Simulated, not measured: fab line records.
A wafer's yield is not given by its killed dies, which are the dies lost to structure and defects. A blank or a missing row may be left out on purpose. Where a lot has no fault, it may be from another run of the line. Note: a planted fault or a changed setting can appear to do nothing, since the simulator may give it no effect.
Which tool was responsible? + flow gf180mcu + 40 wafers from 14 lots sampled at 2 of the route's 602 steps

== WHAT THE GAUGES SHOWED, per wafer ==
GF_V5_CD_MEAS_14: the cd target is 260 nm. Usual: cd-nm 260.0 nm, standard deviation 1.
| lot  | measured     | on        | cd-nm (nm)        | flag |
|------|--------------|-----------|-------------------|------|
| L731 | day 27 07:22 | cd-sem-01 | 260.2 260.5 261.4 |      |
| L732 | day 27 13:25 | cd-sem-02 | 259.7 259.4 260.0 |      |
| L733 | day 27 16:24 | cd-sem-01 | 262.5 261.4 261.3 |      |
| L734 | day 27 23:43 | cd-sem-02 | 259.3 261.4 261.1 |      |
| L735 | day 28 03:00 | cd-sem-02 | 260.3 260.1 260.4 |      |
| L740 | day 30 07:23 | cd-sem-02 | 258.8 258.6 258.7 |      |
| L741 | day 30 12:36 | cd-sem-02 | 259.9             |      |
| L743 | day 30 15:48 | cd-sem-01 | 259.4 260.6 259.7 |      |
| L747 | day 31 21:52 | cd-sem-01 | 259.7 259.0 259.5 |      |
| L748 | day 32 11:49 | cd-sem-02 | 258.1 259.0 260.1 |      |
| L750 | day 32 13:12 | cd-sem-01 | 258.4 259.6 258.9 |      |
| L753 | day 33 10:31 | cd-sem-01 | 261.3 261.9 262.4 |      |
| L752 | day 33 12:14 | cd-sem-01 | 259.9 260.1 260.0 |      |
| L754 | day 33 15:02 | cd-sem-01 | 259.5 261.4 260.4 |      |

== EACH LOT AND THE TOOL THAT RAN IT (in order: tool; ch and the chambers of the sampled wafers; start) ==
| lot  | GF_MIM_SPUTTER_01            |
|------|------------------------------|
| L731 | pvd-sputter-03, day 24 14:40 |
| L732 | pvd-sputter-04, day 24 21:47 |
| L733 | pvd-sputter-02, day 25 00:16 |
| L734 | pvd-sputter-02, day 25 09:00 |
| L735 | pvd-sputter-04, day 25 11:40 |
| L740 | pvd-sputter-04, day 27 20:08 |
| L741 | pvd-sputter-04, day 28 02:19 |
| L743 | pvd-sputter-03, day 28 06:10 |
| L747 | pvd-sputter-03, day 29 14:58 |
| L748 | pvd-sputter-03, day 30 06:01 |
| L750 | pvd-sputter-03, day 30 07:47 |
| L753 | pvd-sputter-02, day 31 07:05 |
| L752 | pvd-sputter-03, day 31 07:17 |
| L754 | pvd-sputter-03, day 31 12:13 |
- GF_MIM_SPUTTER_01: material TiN, target thk 30 nm, time 25 s.

== WHAT THE TOOLS THEMSELVES READ (means of the sampled wafers that have a number; where no wafer has one, the mark that the record gives instead) ==
GF_MIM_SPUTTER_01. Usual: throttle-valve-pct 30.6 %, standard deviation 1.3.
| lot  | tool           | throttle-valve-pct (%) | flag |
|------|----------------|------------------------|------|
| L731 | pvd-sputter-03 | 31.8                   |      |
| L732 | pvd-sputter-04 | 30.0                   |      |
| L733 | pvd-sputter-02 | 29.3                   |      |
| L734 | pvd-sputter-02 | 29.2                   |      |
| L735 | pvd-sputter-04 | 29.5                   |      |
| L740 | pvd-sputter-04 | 30.1                   |      |
| L741 | pvd-sputter-04 | 30.4                   |      |
| L743 | pvd-sputter-03 | 31.9                   |      |
| L747 | pvd-sputter-03 | 30.8                   |      |
| L748 | pvd-sputter-03 | 31.9                   |      |
| L750 | pvd-sputter-03 | 31.6                   |      |
| L753 | pvd-sputter-02 | 29.8                   |      |
| L752 | pvd-sputter-03 | 30.7                   |      |
| L754 | pvd-sputter-03 | 30.9                   |      |

== THE ANSWER, worked out from the rows above alone ==
Rule: lot off if the mean of its wafers having a number is beyond 3 standard deviations from the usual mean. Also off: a lot with no number at a reading for which 4 or more lots have one. Any other lot the step has rows for is counted as sound. After the gauges, taken in route order, come the tools' own readings; for these a lot's mean is taken, as printed above. The first step at which some lot is off is used, and at that step the reading that is off furthest; a lot without a number counts as furthest.
Across all readings shown, no lot is off: no conclusion can be drawn from this.

== WHAT WAS PUT IN BY THE SIMULATOR ==
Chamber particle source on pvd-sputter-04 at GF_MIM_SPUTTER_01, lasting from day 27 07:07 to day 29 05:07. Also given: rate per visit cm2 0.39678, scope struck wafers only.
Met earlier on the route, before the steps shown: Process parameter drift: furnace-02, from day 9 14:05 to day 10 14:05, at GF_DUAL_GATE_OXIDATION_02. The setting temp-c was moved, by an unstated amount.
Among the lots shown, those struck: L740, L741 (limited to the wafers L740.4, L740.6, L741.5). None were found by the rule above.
